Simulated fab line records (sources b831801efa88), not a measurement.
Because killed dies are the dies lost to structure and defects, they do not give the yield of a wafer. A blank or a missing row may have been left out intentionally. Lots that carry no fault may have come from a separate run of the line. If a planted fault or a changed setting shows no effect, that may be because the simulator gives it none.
Problem report, 8D (eight disciplines) form, completed by code | flow sky130 | the parts of the form that need people (team, actions taken, sign-off) are left out

## 1. PROBLEM STATEMENT
Mean SD_N_RS at SKY_SD_N_RS_MEAS_16: 71.23 ohm/sq over 6 wafers in 2 lots; fault-free wafers: 68.52 ohm/sq, standard deviation 0.11. That puts it +25 standard deviations away from the usual mean.
The step: measures by four-point-probe.
Earliest sighting: wafer L879.3 on film_metro-02 at day 36 22:45. At this step, 30 wafers from 10 lots have a number in the record. Rule for "out" (also "out of limits"): further than 4 standard deviations from the usual mean. Any other wafer with a number is counted as sound.

## 2. WHAT IT IS; WHAT IT IS NOT
question                    | is                     | is not
which readings at this step | SD_N_RS                | -
which lots                  | L878, L879             | L866, L870, L871, L872, L873, L874, L880, L881
which wafers of those lots  | all that have a number | -
read on which gauges        | film_metro-02          | film_metro-03, film_metro-04
when                        | from day 36 22:45      | up to then (24 sound wafers)

## 3. SUSPECTS, AND WHAT RULES EACH OUT
Counting: a tool stays on the suspect list if, at a process step up to the reading, it processed all lots that are out and no sound lot following the first of them.
- the gauge at SKY_SD_N_RS_MEAS_16: kept. All the wafers that are out were read on film_metro-02, and no step on other tools shows them out.
- plasma_asher-01 at SKY_LDD_P_STRIP_10 (strips in O2/N2): kept. Every lot that is out went through it, starting with L879 (day 28 14:16), and after that it ran no sound lot; the last sound lot it ran before then is L881 (day 28 13:19).
- rtp_anneal-01 at SKY_SD_N_RTA_14 (time 2 s): kept. Every lot that is out went through it, starting with L879 (day 36 22:34), and after that it ran no sound lot; the last sound lot it ran before then is L881 (day 36 19:29).
plasma_asher-01 at SKY_LDD_P_STRIP_10, rtp_anneal-01 at SKY_SD_N_RTA_14 and film_metro-02 at SKY_SD_N_RS_MEAS_16 are what is left after counting.

## 4. THE CAUSE (what the simulator had put in)
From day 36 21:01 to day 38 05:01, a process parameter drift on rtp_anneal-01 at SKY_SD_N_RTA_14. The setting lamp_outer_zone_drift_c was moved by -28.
Counting left 3 suspects, and this tool is among them.

## 5. THE CHAIN OF EFFECTS, in route order
Each row: a reading where the mean over the struck wafers with a number is more than 3 standard deviations away from the usual. Only readings whose record carries a usual standard deviation are examined. hours: median over the lots of the time between each lot's start at the first step of this table that gives one and its start at this step. sigmas: the change, counted in usual standard deviations.
hours | step                | reading | usual        | on struck wafers | change | sigmas
0     | SKY_SD_N_RS_MEAS_16 | SD_N_RS | 68.52 ohm/sq | 71.23            | +2.72  | +25
3     | SKY_SD_N_RS_MEAS_17 | SD_P_RS | 147.1 ohm/sq | 162.3            | +15.2  | +40
Later steps that measure or inspect, where all struck wafers having a row at the step show a number for every such reading and not one has moved that far: SKY_LI_CONTACT_THK_MEAS_01.

## 6. WHAT WOULD HAVE CAUGHT IT SOONER
Counted from the fault's start at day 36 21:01, it took 2 hours until the first out-of-limits reading at a measuring or inspecting step in this record, taken at day 36 22:45.
An alarm limit of 4 standard deviations would not have fired on the tool readings at SKY_SD_N_RTA_14 for which the record gives a usual standard deviation, since none of them was out on any struck wafer.
Of the lots that are out (2), L878 began SKY_SD_N_RTA_14 on rtp_anneal-01 after day 36 22:45. Holding the tool at that time would have saved it.
